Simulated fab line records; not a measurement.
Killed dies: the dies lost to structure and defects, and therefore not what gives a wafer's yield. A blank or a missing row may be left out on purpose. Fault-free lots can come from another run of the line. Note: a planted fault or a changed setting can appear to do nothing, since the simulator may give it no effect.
fab line records	flow sky130	part 1 of 2: steps 1 to 32 of 45
record: lots: 5	wafers: 15	lastDay: 50
route steps=708 shown SONOS_TUNNEL@156 SONOS_ONO@168 GATE_OXIDE@187
lots with no fault: from the same line, run without faults
startH: hours from the record's opening day to when the first of the lot's shown wafers began	waitH: hours from the lot's prior step to this one	" the same as in the row above	L1.1+2: a row that stands for several wafers	- either no value or no given start	* or withheld: withheld	< > ~ a bound
route shown NAME@n: a module of which the file shows steps, and the number in the route of the first	usual: mean/standard deviation taken from wafers without a fault	same: alike in all rows	chamber/n: place in a boat	sites: per-site readings	_std_site: how widely they spread, as a standard deviation	_edge_site: inner sites' mean taken away from outer sites' mean	radiusMm: how far each site lies from the wafer's centre	mask NAME#n: copy n	behind: the last tool/chamber to shape the wafer	hold: cause of the lot's hold/its duration in hours/its outcome	device: transistor that didn't switch, given as n, p or np	end of line: the route-end tests of the same wafers	step lacking rows: just its recipe	killed: the dies lost at the first sort to structure and to defects; this is not the yield of the wafer	map: shows each die of a wafer: x if killed, . if not, _ if none is there
set.NAME: setting as actually run; set.NAME@STEP: the setting as run at that earlier step	model.NAME: the simulator's own value behind a step, which no gauge read
certain route steps with their lots: each step a table, each wafer a row
services: a tool's chamber out of use, with start hour (startH, from the record's first day; less than 0 if before it), hours out, and reason
== steps ==
step: SKY_SONOS_TUNNEL_COAT_02
recipe: resist: NOVOLAK	spinRpm: 3000	resistThkNm: 1140
lot.wafer	tool	chamber	startH	waitH
L079.2+4+5	lithoTrack-02	0	276.05	0.1
L083.2+5+6	lithoTrack-02	0	308.15	0.1
L085.1+2+5	lithoTrack-01	0	338.04	0.1
L094.1+2+4	lithoTrack-04	0	397.29	0.1
L095.1+2+5	lithoTrack-02	0	404.77	0.1
step: SKY_SONOS_TUNNEL_SOFTBAKE_03
recipe: tempC: 90	timeS: 60	resist: NOVOLAK
lot.wafer	tool	chamber	startH	waitH
L079.2+4+5	lithoTrack-02	0	276.20	0.1
L083.2+5+6	lithoTrack-02	0	308.30	0.1
L085.1+2+5	lithoTrack-01	0	338.19	0.1
L094.1+2+4	lithoTrack-04	0	397.44	0.1
L095.1+2+5	lithoTrack-02	0	404.92	0.1
step: SKY_SONOS_TUNNEL_EXPOSE_04
recipe: maskId: TUNM	na: 0.6	sourceShape: conventional	sigmaOuter: 0.6	polarization: unpolarized	targetCdNm: 410	doseMj: 136
lot.wafer	tool	chamber	startH	waitH	mask
L079.2+4+5	ilineStepper-02	0	-	-	TUNM#0
L083.2+5+6	ilineStepper-01	0	-	-	TUNM#0
L085.1+2+5	ilineStepper-01	0	-	-	TUNM#0
L094.1+2+4	ilineStepper-01	0	-	-	TUNM#0
L095.1+2+5	ilineStepper-01	0	-	-	TUNM#0
step: SKY_SONOS_TUNNEL_PEB_05
recipe: tempC: withheld	timeS: *	resist: NOVOLAK
lot.wafer	tool	chamber	startH	waitH
L079.2+4+5	lithoTrack-01	0	-	-
L083.2+5+6	lithoTrack-04	0	-	-
L085.1+2+5	lithoTrack-01	0	-	-
L094.1+2+4	lithoTrack-02	0	-	-
L095.1+2+5	lithoTrack-02	0	-	-
step: SKY_SONOS_TUNNEL_DEVELOP_06
recipe: resist: NOVOLAK	developer: TMAH	developTimeS: 60	devTempC: 23
lot.wafer	tool	chamber	startH	waitH
L079.2+4+5	lithoTrack-01	0	289.56	0.1
L083.2+5+6	lithoTrack-04	0	321.07	0.1
L085.1+2+5	lithoTrack-01	0	351.39	0.1
L094.1+2+4	lithoTrack-02	0	411.62	0.1
L095.1+2+5	lithoTrack-02	0	419.92	0.1
step: SKY_SONOS_TUNNEL_CD_MEAS_07
recipe: targetCdNm: 410
usual: cdNm: 409.7/2.3
lot.wafer	tool	chamber	startH	waitH	cdNm
L079.2	cdSem-01	-	289.71	0.1	412.6
L079.4	"	-	"	"	411.3
L079.5	"	-	"	"	411.7
L083.2	cdSem-02	-	321.21	0.1	412.8
L083.5	"	-	"	"	412.1
L083.6	"	-	"	"	412.7
L085.1	cdSem-01	-	351.54	0.1	411.0
L085.2	"	-	"	"	409.2
L085.5	"	-	"	"	410.4
L094.1	cdSem-01	-	411.77	0.1	413.5
L094.2	"	-	"	"	410.2
L094.4	"	-	"	"	410.2
L095.1	cdSem-01	-	420.07	0.1	411.3
L095.2	"	-	"	"	411.6
L095.5	"	-	"	"	411.4
step: SKY_SONOS_TUNNEL_OVL_MEAS_08
usual: SONOS_TUNNEL_OVL: 0.2/1.2
lot.wafer	tool	chamber	startH	waitH	SONOS_TUNNEL_OVL[nm]
L079.2	overlay-02	-	289.82	0.1	1.4
L079.4	"	-	"	"	2.4
L079.5	"	-	"	"	1.5
L083.2	overlay-02	-	321.32	0.1	-1.0
L083.5	"	-	"	"	-0.2
L083.6	"	-	"	"	-0.6
L085.1	overlay-02	-	351.66	0.1	2.0
L085.2	"	-	"	"	1.0
L085.5	"	-	"	"	1.5
L094.1	overlay-01	-	411.89	0.1	-0.8
L094.2	"	-	"	"	-0.2
L094.4	"	-	"	"	-0.7
L095.1	overlay-02	-	420.19	0.1	-2.1
L095.2	"	-	"	"	-1.4
L095.5	"	-	"	"	-1.6
step: SKY_SONOS_TUNNEL_IMPLANT_09
recipe: species: B	energyKev: 20.14	doseCm2: 1e+12	tiltDeg: withheld
same: implantIonAmu: 11
lot.wafer	tool	chamber	startH	waitH
L079.2+4+5	implanter-02	0	289.87	0.0
L083.2+5+6	implanter-04	0	321.37	0.0
L085.1+2+5	implanter-01	0	351.70	0.0
L094.1+2+4	implanter-04	0	411.93	0.0
L095.1+2+5	implanter-02	0	420.23	0.0
step: SKY_SONOS_TUNNEL_WET_ETCH_10
recipe: chemistry: dHF	targetDepthNm: 14	target: SiO2	dilution: 100:1	tempC: 25	timeS: 280
usual: tempC: 25.03/0.11
lot.wafer	tool	chamber	startH	waitH	tempC
L079.2	wetBench-03	0	290.00	0.1	25.10
L079.4	"	0	"	"	24.86
L079.5	"	0	"	"	24.92
L083.2	wetBench-04	3	321.50	0.1	25.07
L083.5	"	3	"	"	24.75
L083.6	"	3	"	"	24.96
L085.1	wetBench-04	0	351.85	0.1	25.07
L085.2	"	0	"	"	24.92
L085.5	"	0	"	"	25.03
L094.1	wetBench-03	1	412.08	0.1	24.91
L094.2	"	1	"	"	24.91
L094.4	"	1	"	"	24.97
L095.1	wetBench-03	2	420.38	0.1	24.96
L095.2	"	2	"	"	25.09
L095.5	"	2	"	"	25.06
step: SKY_SONOS_TUNNEL_STRIP_11
recipe: chemistry: SPM	timeS: 600	tempC: 130
usual: tempC: 130.01/0.14
lot.wafer	tool	chamber	startH	waitH	tempC
L079.2	wetBench-04	2	290.08	0.0	129.83
L079.4	"	2	"	"	129.99
L079.5	"	2	"	"	129.82
L083.2	wetBench-04	0	321.58	0.0	130.27
L083.5	"	0	"	"	130.04
L083.6	"	0	"	"	130.03
L085.1	wetBench-04	0	351.93	0.0	130.02
L085.2	"	0	"	"	130.01
L085.5	"	0	"	"	130.11
L094.1	wetBench-02	1	412.17	0.0	129.83
L094.2	"	1	"	"	129.96
L094.4	"	1	"	"	129.87
L095.1	wetBench-04	3	420.47	0.0	130.01
L095.2	"	3	"	"	130.06
L095.5	"	3	"	"	130.05
step: SKY_SONOS_TUNNEL_TW_MEAS_12
usual: SONOS_TUNNEL_TW: 197.0/2
lot.wafer	tool	chamber	startH	waitH	SONOS_TUNNEL_TW
L079.2	filmMetro-01	-	290.27	0.0	196.3
L079.4	"	-	"	"	198.0
L079.5	"	-	"	"	197.2
L083.2	filmMetro-01	-	321.77	0.0	197.5
L083.5	"	-	"	"	197.6
L083.6	"	-	"	"	196.8
L085.1	filmMetro-03	-	352.11	0.0	195.0
L085.2	"	-	"	"	195.3
L085.5	"	-	"	"	194.5
L094.1	filmMetro-03	-	412.36	0.0	195.1
L094.2	"	-	"	"	194.6
L094.4	"	-	"	"	193.3
L095.1	filmMetro-01	-	420.65	0.0	198.6
L095.2	"	-	"	"	199.0
L095.5	"	-	"	"	199.4
step: SKY_SONOS_TUNNEL_CLEAN_13
recipe: chemistry: dHF	timeS: 20	dilution: 100:1	dry: ipaMarangoni
lot.wafer	tool	chamber	startH	waitH
L079.2+4+5	wetBench-02	3	290.32	0.0
L083.2+5+6	wetBench-03	2	321.82	0.0
L085.1+2+5	wetBench-04	3	352.17	0.1
L094.1+2+4	wetBench-03	3	412.42	0.1
L095.1+2+5	wetBench-03	1	420.71	0.1
step: SKY_SONOS_ONO_OXIDATION_00
recipe: tempC: 800	ambient: O2	idleTempC: 700	rampUpCPerMin: 10	rampDownCPerMin: 3	stabiliseS: 600	purgeS: 300	targetThkA: 26	oxTimeS: 1249
usual: oxTempCMax: 804.4/0.77
lot.wafer	tool	chamber	startH	waitH	oxTempCMax
L079.2	furnace-01	0	291.71	1.4	804.7
L079.4	"	0	"	"	804.6
L079.5	"	0	"	"	805.1
L083.2	furnace-01	0	324.00	2.2	804.1
L083.5	"	0	"	"	805.0
L083.6	"	0	"	"	804.2
L085.1	furnace-02	0	352.18	0.0	803.9
L085.2	"	0	"	"	803.8
L085.5	"	0	"	"	804.4
L094.1	furnace-02	0	412.43	0.0	804.0
L094.2	"	0	"	"	804.5
L094.4	"	0	"	"	804.0
L095.1	furnace-01	0	421.57	0.8	805.0
L095.2	"	0	"	"	804.3
L095.5	"	0	"	"	803.6
step: SKY_SONOS_ONO_THK_MEAS_01
recipe: reads: SiO2_of_SONOS_ONO_OXIDATION_00
usual: SONOS_ONO_OXIDATION_THK: 2.59/0.071
lot.wafer	tool	chamber	startH	waitH	SONOS_ONO_OXIDATION_THK[nm]
L079.2	filmMetro-01	-	293.06	0.0	2.59
L079.4	"	-	"	"	2.65
L079.5	"	-	"	"	2.64
L083.2	filmMetro-04	-	325.36	0.0	2.55
L083.5	"	-	"	"	2.61
L083.6	"	-	"	"	2.64
L085.1	filmMetro-04	-	353.53	0.0	2.46
L085.2	"	-	"	"	2.48
L085.5	"	-	"	"	2.50
L094.1	filmMetro-01	-	413.78	0.0	2.48
L094.2	"	-	"	"	2.48
L094.4	"	-	"	"	2.42
L095.1	filmMetro-01	-	422.94	0.0	2.71
L095.2	"	-	"	"	2.67
L095.5	"	-	"	"	2.61
step: SKY_SONOS_ONO_CVD_02
recipe: material: Si3N4	precursor: DCS/NH3	targetThkNm: 10.5	tempC: 770	timeS: 180	pressureMtorr: 250
lot.wafer	tool	chamber	startH	waitH
L079.2+4+5	lpcvd-02	1	295.06	2.0
L083.2+5+6	lpcvd-02	0	326.49	1.1
L085.1+2+5	lpcvd-02	0	353.78	0.2
L094.1+2+4	lpcvd-02	0	415.85	2.1
L095.1+2+5	lpcvd-02	0	424.73	1.8
step: SKY_SONOS_ONO_THK_MEAS_03
recipe: reads: Si3N4_of_SONOS_ONO_CVD_02
usual: SONOS_ONO_CVD_02_THK: 10.50/0.16
lot.wafer	tool	chamber	startH	waitH	SONOS_ONO_CVD_02_THK[nm]
L079.2	filmMetro-04	-	296.18	0.1	10.42
L079.4	"	-	"	"	10.44
L079.5	"	-	"	"	10.56
L083.2	filmMetro-04	-	327.55	0.0	10.35
L083.5	"	-	"	"	10.24
L083.6	"	-	"	"	10.22
L085.1	filmMetro-02	-	355.36	0.0	10.20
L085.2	"	-	"	"	10.34
L085.5	"	-	"	"	10.41
L094.1	filmMetro-04	-	416.90	0.0	10.70
L094.2	"	-	"	"	10.93
L094.4	"	-	"	"	10.72
L095.1	filmMetro-02	-	425.78	0.0	10.63
L095.2	"	-	"	"	10.64
L095.5	"	-	"	"	10.51
step: SKY_SONOS_ONO_CVD_04
recipe: material: SiO2	precursor: SiH4/N2O	targetThkNm: 5.7199	tempC: 900	pressureMtorr: 400
lot.wafer	tool	chamber	startH	waitH
L079.2+4+5	lpcvd-03	1	296.23	0.0
L083.2+5+6	lpcvd-03	0	327.60	0.0
L085.1+2+5	lpcvd-03	0	355.42	0.1
L094.1+2+4	lpcvd-03	1	416.96	0.1
L095.1+2+5	lpcvd-03	1	425.84	0.1
step: SKY_SONOS_ONO_THK_MEAS_05
recipe: reads: SiO2_of_SONOS_ONO_CVD_04
usual: SONOS_ONO_CVD_04_THK: 5.73/0.11
lot.wafer	tool	chamber	startH	waitH	SONOS_ONO_CVD_04_THK[nm]
L079.2	filmMetro-01	-	297.49	0.0	5.66
L079.4	"	-	"	"	5.53
L079.5	"	-	"	"	5.65
L083.2	filmMetro-04	-	328.86	0.0	5.79
L083.5	"	-	"	"	5.70
L083.6	"	-	"	"	5.75
L085.1	filmMetro-04	-	356.67	0.0	6.00
L085.2	"	-	"	"	6.01
L085.5	"	-	"	"	5.95
L094.1	filmMetro-04	-	418.21	0.0	5.62
L094.2	"	-	"	"	5.63
L094.4	"	-	"	"	5.76
L095.1	filmMetro-04	-	427.09	0.0	5.71
L095.2	"	-	"	"	5.76
L095.5	"	-	"	"	5.78
step: SKY_SONOS_ONO_DEHYDRATE_06
recipe: tempC: 200	timeS: 60
lot.wafer	tool	chamber	startH	waitH
L079.2+4+5	lithoTrack-02	0	310.20	12.7
L083.2+5+6	lithoTrack-02	0	342.05	13.2
L085.1+2+5	lithoTrack-03	0	370.57	13.9
L094.1+2+4	lithoTrack-03	0	433.12	14.9
L095.1+2+5	lithoTrack-02	0	441.77	14.7
step: SKY_SONOS_ONO_HMDS_07
recipe: primeTimeS: 60	primeTempC: 120
lot.wafer	tool	chamber	startH	waitH
L079.2+4+5	lithoTrack-02	0	310.35	0.1
L083.2+5+6	lithoTrack-02	0	342.20	0.1
L085.1+2+5	lithoTrack-03	0	370.72	0.1
L094.1+2+4	lithoTrack-03	0	433.27	0.1
L095.1+2+5	lithoTrack-02	0	441.92	0.1
step: SKY_SONOS_ONO_COAT_08
recipe: resist: NOVOLAK	spinRpm: 3000	resistThkNm: 1140
lot.wafer	tool	chamber	startH	waitH
L079.2+4+5	lithoTrack-02	0	310.50	0.1
L083.2+5+6	lithoTrack-02	0	342.35	0.1
L085.1+2+5	lithoTrack-03	0	370.87	0.1
L094.1+2+4	lithoTrack-03	0	433.42	0.1
L095.1+2+5	lithoTrack-02	0	442.07	0.1
step: SKY_SONOS_ONO_SOFTBAKE_09
recipe: tempC: 90	timeS: 60	resist: NOVOLAK
lot.wafer	tool	chamber	startH	waitH
L079.2+4+5	lithoTrack-02	0	310.65	0.1
L083.2+5+6	lithoTrack-02	0	342.50	0.1
L085.1+2+5	lithoTrack-03	0	371.02	0.1
L094.1+2+4	lithoTrack-03	0	433.57	0.1
L095.1+2+5	lithoTrack-02	0	442.22	0.1
step: SKY_SONOS_ONO_EXPOSE_10
recipe: maskId: ONOM	targetCdNm: 410	na: 0.6	sourceShape: conventional	sigmaOuter: 0.6	doseMj: 150
lot.wafer	tool	chamber	startH	waitH	mask
L079.2+4+5	ilineStepper-01	0	-	-	ONOM#0
L083.2+5+6	ilineStepper-02	0	-	-	ONOM#0
L085.1+2+5	ilineStepper-01	0	-	-	ONOM#0
L094.1+2+4	ilineStepper-02	0	-	-	ONOM#0
L095.1+2+5	ilineStepper-01	0	-	-	ONOM#0
step: SKY_SONOS_ONO_PEB_11
recipe: tempC: withheld	timeS: *	resist: NOVOLAK
lot.wafer	tool	chamber	startH	waitH
L079.2+4+5	lithoTrack-01	0	-	-
L083.2+5+6	lithoTrack-01	0	-	-
L085.1+2+5	lithoTrack-02	0	-	-
L094.1+2+4	lithoTrack-01	0	-	-
L095.1+2+5	lithoTrack-01	0	-	-
step: SKY_SONOS_ONO_DEVELOP_12
recipe: developTimeS: 60	devTempC: 23
lot.wafer	tool	chamber	startH	waitH
L079.2+4+5	lithoTrack-01	0	323.41	0.1
L083.2+5+6	lithoTrack-01	0	355.66	0.1
L085.1+2+5	lithoTrack-02	0	384.72	0.1
L094.1+2+4	lithoTrack-01	0	448.69	0.1
L095.1+2+5	lithoTrack-01	0	457.09	0.1
step: SKY_SONOS_ONO_CD_MEAS_13
recipe: targetCdNm: 410
usual: cdNm: 410.5/1.7
lot.wafer	tool	chamber	startH	waitH	cdNm
L079.2	cdSem-01	-	323.56	0.1	410.4
L079.4	"	-	"	"	412.0
L079.5	"	-	"	"	411.6
L083.2	cdSem-01	-	355.81	0.1	411.5
L083.5	"	-	"	"	413.4
L083.6	"	-	"	"	412.7
L085.1	cdSem-01	-	384.87	0.1	409.5
L085.2	"	-	"	"	408.5
L085.5	"	-	"	"	408.2
L094.1	cdSem-02	-	448.84	0.1	410.3
L094.2	"	-	"	"	412.9
L094.4	"	-	"	"	409.4
L095.1	cdSem-01	-	457.24	0.1	407.4
L095.2	"	-	"	"	407.2
L095.5	"	-	"	"	408.4
step: SKY_SONOS_ONO_OVL_MEAS_14
usual: SONOS_ONO_OVL: 2.0/1.5
lot.wafer	tool	chamber	startH	waitH	SONOS_ONO_OVL[nm]
L079.2	overlay-02	-	323.67	0.1	1.7
L079.4	"	-	"	"	3.6
L079.5	"	-	"	"	1.6
L083.2	overlay-02	-	355.92	0.1	-0.1
L083.5	"	-	"	"	-0.2
L083.6	"	-	"	"	0.9
L085.1	overlay-01	-	384.99	0.1	2.3
L085.2	"	-	"	"	3.4
L085.5	"	-	"	"	3.3
L094.1	overlay-02	-	448.96	0.1	3.1
L094.2	"	-	"	"	3.0
L094.4	"	-	"	"	2.6
L095.1	overlay-02	-	457.36	0.1	2.4
L095.2	"	-	"	"	2.3
L095.5	"	-	"	"	1.6
step: SKY_SONOS_ONO_ETCH_15
recipe: targetDepthNm: 19.52	chemistry: CHF3/O2	sourceW: 600	biasW: 200	pressureMtorr: 40	chf3FlowSccm: 50	O2_flow_sccm: 5	timeS: 7.8
usual: drypumpMotorCurrentA: 5.7/0.41	oesProductAu: 0.999/0.0089	throttleValvePct: 8.823/0.0087
lot.wafer	tool	chamber	startH	waitH	drypumpMotorCurrentA	oesProductAu	rfHoursCounterH	throttleValvePct
L079.2	rieDiel-02	3	323.70	0.0	6.0	1.009	1	8.829
L079.4	"	0	"	"	5.9	0.999	72	8.842
L079.5	"	3	"	"	6.0	1.006	-	8.815
L083.2	rieDiel-02	1	355.95	0.0	5.4	0.999	2	8.809
L083.5	"	1	"	"	5.4	0.998	-	8.819
L083.6	"	2	"	"	6.2	0.995	-	8.834
L085.1	rieDiel-01	1	385.03	0.0	5.7	1.014	3	8.824
L085.2	"	2	"	"	6.3	1.004	11	8.821
L085.5	"	2	"	"	6.3	0.993	-	8.816
L094.1	rieDiel-01	1	448.99	0.0	5.8	1.010	3	8.820
L094.2	"	0	"	"	5.5	0.995	2	8.829
L094.4	"	3	"	"	5.3	0.998	4	8.809
L095.1	rieDiel-01	1	457.39	0.0	5.8	0.994	3	8.828
L095.2	"	0	"	"	5.5	0.993	2	8.836
L095.5	"	1	"	"	5.8	1.007	-	8.821
step: SKY_SONOS_ONO_WET_ETCH_16
recipe: chemistry: dHF	targetDepthNm: 14	dry: n2Spin	target: SiO2	dilution: 100:1	tempC: 25	timeS: 280
usual: tempC: 24.97/0.11
lot.wafer	tool	chamber	startH	waitH	tempC
L079.2	wetBench-03	2	323.72	0.0	25.12
L079.4	"	2	"	"	24.83
L079.5	"	2	"	"	25.09
L083.2	wetBench-01	2	355.97	0.0	25.12
L083.5	"	2	"	"	24.88
L083.6	"	2	"	"	24.98
L085.1	wetBench-03	1	385.05	0.0	25.00
L085.2	"	1	"	"	25.02
L085.5	"	1	"	"	24.95
L094.1	wetBench-01	2	449.02	0.0	24.96
L094.2	"	2	"	"	24.95
L094.4	"	2	"	"	24.80
L095.1	wetBench-01	3	457.42	0.0	25.02
L095.2	"	3	"	"	25.01
L095.5	"	3	"	"	24.94
step: SKY_SONOS_ONO_STRIP_17
recipe: chemistry: O2/N2	powerW: 1400	pressureMtorr: 1500	platenTempC: withheld	o2FlowSccm: 3000	n2FlowSccm: 300	overashFraction: 0.5
usual: drypumpMotorCurrentA: 5.6/0.46	o2FlowSccm: 3000/9	oesProductAu: 0.709/0.0045	stripTimeToEndpointS: 14.11/0.042
lot.wafer	tool	chamber	startH	waitH	drypumpMotorCurrentA	o2FlowSccm	oesProductAu	rfHoursCounterH	stripTimeToEndpointS
L079.2	plasmaAsher-02	0	323.80	0.0	5.2	3001	0.705	52	14.12
L079.4	"	0	"	"	5.2	2986	0.709	-	14.13
L079.5	"	1	"	"	5.2	3002	0.705	-	14.08
L083.2	plasmaAsher-03	1	356.05	0.0	5.9	2989	0.708	65	14.04
L083.5	"	0	"	"	6.3	3003	0.712	-	14.09
L083.6	"	1	"	"	5.9	2986	0.707	-	14.07
L085.1	plasmaAsher-02	0	385.14	0.0	5.1	3011	0.700	59	14.13
L085.2	"	1	"	"	5.2	3009	0.709	59	14.13
L085.5	"	0	"	"	5.2	3009	0.712	-	14.13
L094.1	plasmaAsher-02	0	449.11	0.0	5.1	3005	0.709	66	14.13
L094.2	"	1	"	"	5.2	2982	0.710	66	14.11
L094.4	"	0	"	"	5.1	3011	0.711	-	14.13
L095.1	plasmaAsher-01	1	457.52	0.0	6.2	2997	0.715	32	14.11
L095.2	"	0	"	"	5.4	3003	0.708	32	14.12
L095.5	"	1	"	"	6.2	3013	0.710	-	14.16
step: SKY_SONOS_ONO_WET_ETCH_18
recipe: chemistry: H3PO4	targetDepthNm: 15	target: Si3N4	tempC: 160	timeS: 172
usual: tempC: 160.01/0.15
lot.wafer	tool	chamber	startH	waitH	tempC
L079.2	wetBench-01	1	323.90	0.1	160.10
L079.4	"	1	"	"	159.82
L079.5	"	1	"	"	160.28
L083.2	wetBench-04	2	356.15	0.1	159.90
L083.5	"	2	"	"	159.59
L083.6	"	2	"	"	159.86
L085.1	wetBench-01	2	385.24	0.1	159.77
L085.2	"	2	"	"	159.85
L085.5	"	2	"	"	159.83
L094.1	wetBench-04	1	449.21	0.1	159.98
L094.2	"	1	"	"	160.07
L094.4	"	1	"	"	159.85
L095.1	wetBench-04	3	457.62	0.1	160.29
L095.2	"	3	"	"	160.13
L095.5	"	3	"	"	160.14
step: SKY_GATE_OXIDE_CLEAN_00
recipe: chemistry: SC1/SC2	mix: 1:4:20	tempC: 70	timeS: 150	dry: n2Spin
usual: tempC: 69.99/0.13
lot.wafer	tool	chamber	startH	waitH	tempC
L079.2	wetBench-04	3	323.96	0.0	70.18
L079.4	"	3	"	"	70.05
L079.5	"	3	"	"	70.09
L083.2	wetBench-03	2	356.21	0.0	70.00
L083.5	"	2	"	"	70.17
L083.6	"	2	"	"	70.06
L085.1	wetBench-03	2	385.29	0.0	69.92
L085.2	"	2	"	"	69.87
L085.5	"	2	"	"	69.92
L094.1	wetBench-01	3	449.27	0.0	70.06
L094.2	"	3	"	"	70.04
L094.4	"	3	"	"	69.89
L095.1	wetBench-03	1	457.67	0.0	70.06
L095.2	"	1	"	"	69.84
L095.5	"	1	"	"	70.00
